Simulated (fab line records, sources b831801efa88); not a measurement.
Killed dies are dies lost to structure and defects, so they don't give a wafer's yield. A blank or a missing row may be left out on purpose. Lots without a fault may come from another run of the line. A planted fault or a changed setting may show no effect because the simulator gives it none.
One fault seen from 2 desks | flow gf180mcu | each desk has only its own numbers; what lay behind them comes last

THE METROLOGY DESK
What the gauges read, lot by lot, whatever tool the lot ran on: means of the sampled wafers that have a number. A lot is out of limits, marked OUT, if its mean lies more than 4 standard deviations from the usual mean; the brackets give that distance.
Columns: A = MVPSD_TW at GF_MVPSD_TW_MEAS_11, usual 548.9; B = V2_W_THK at GF_V2_THK_MEAS_25, usual 356 nm
lot  | first seen here | A     | B
L429 | day 5 04:37     | 546.9 | 353
L431 | day 5 16:36     | 551.8 | 358
L432 | day 6 03:37     | 548.3 | 359
L433 | day 6 08:20     | 545.5 | 350
L437 | day 7 06:46     | 550.3 | 351
L440 | day 8 01:31     | 550.4 | 355
L441 | day 8 11:59     | 550.4 | 361
L442 | day 8 14:22     | 548.9 | 362
L443 | day 8 20:01     | 549.4 | 359
L444 | day 9 00:22     | 548.1 | 361
L445 | day 9 06:22     | 546.4 | 353
L446 | day 9 12:00     | 544.8 | 356
L449 | day 10 05:17    | 547.6 | 355
L451 | day 10 19:49    | 552.4 | 364
This desk's finding: nothing out of limits on any of the 14 lots.

THE TOOL OWNER'S DESK: cmp-02
The tool's own readings at GF_CONTACT_CMP_27 (polishes, stops on SiO2, t overpolish 15 s, target thk 0 nm): means of the sampled wafers that have a number, for each lot that ran on this tool. A lot is out of limits, marked OUT, if its mean lies more than 4 standard deviations from the usual mean; the brackets give that distance.
Columns: A = motor_current_A at GF_CONTACT_CMP_27, usual 10.9 A; B = overpolish_run_s at GF_CONTACT_CMP_27, usual 14.999 s; C = time_to_endpoint_s at GF_CONTACT_CMP_27, usual 75 s
lot  | first seen here | A    | B      | C
L429 | day 16 09:34    | 10.7 | 14.994 | 75
L431 | day 17 08:54    | 11.0 | 15.002 | 76
L432 | day 17 19:01    | 10.9 | 15.004 | 70
L433 | day 18 01:28    | 10.7 | 14.992 | 73
L441 | day 21 06:19    | 10.7 | 14.998 | 40 (-12) OUT
L442 | day 21 09:47    | 10.9 | 15.005 | 42 (-11) OUT
This desk's finding: out of limits on L441, L442; first on L441, day 21 06:19 (time_to_endpoint_s at GF_CONTACT_CMP_27). In limits: L429, L431, L432, L433.

PUT TOGETHER
The tool owner's desk could have raised an alarm at day 21 06:19, on L441, L442.
The metrology desk saw nothing out of limits.
The metrology desk has L441, L442 on record, within its limits.
Of the lots named, all ran GF_CONTACT_CMP_27 on cmp-02.

WHAT THE SIMULATOR HAD PUT IN
Process parameter drift: cmp-02, from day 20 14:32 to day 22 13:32, at GF_CONTACT_CMP_27. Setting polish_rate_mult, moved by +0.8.
Lots struck among those shown: L441, L442.
Hours from the fault's start to each desk's first reading out of limits: the tool owner's desk, 16.
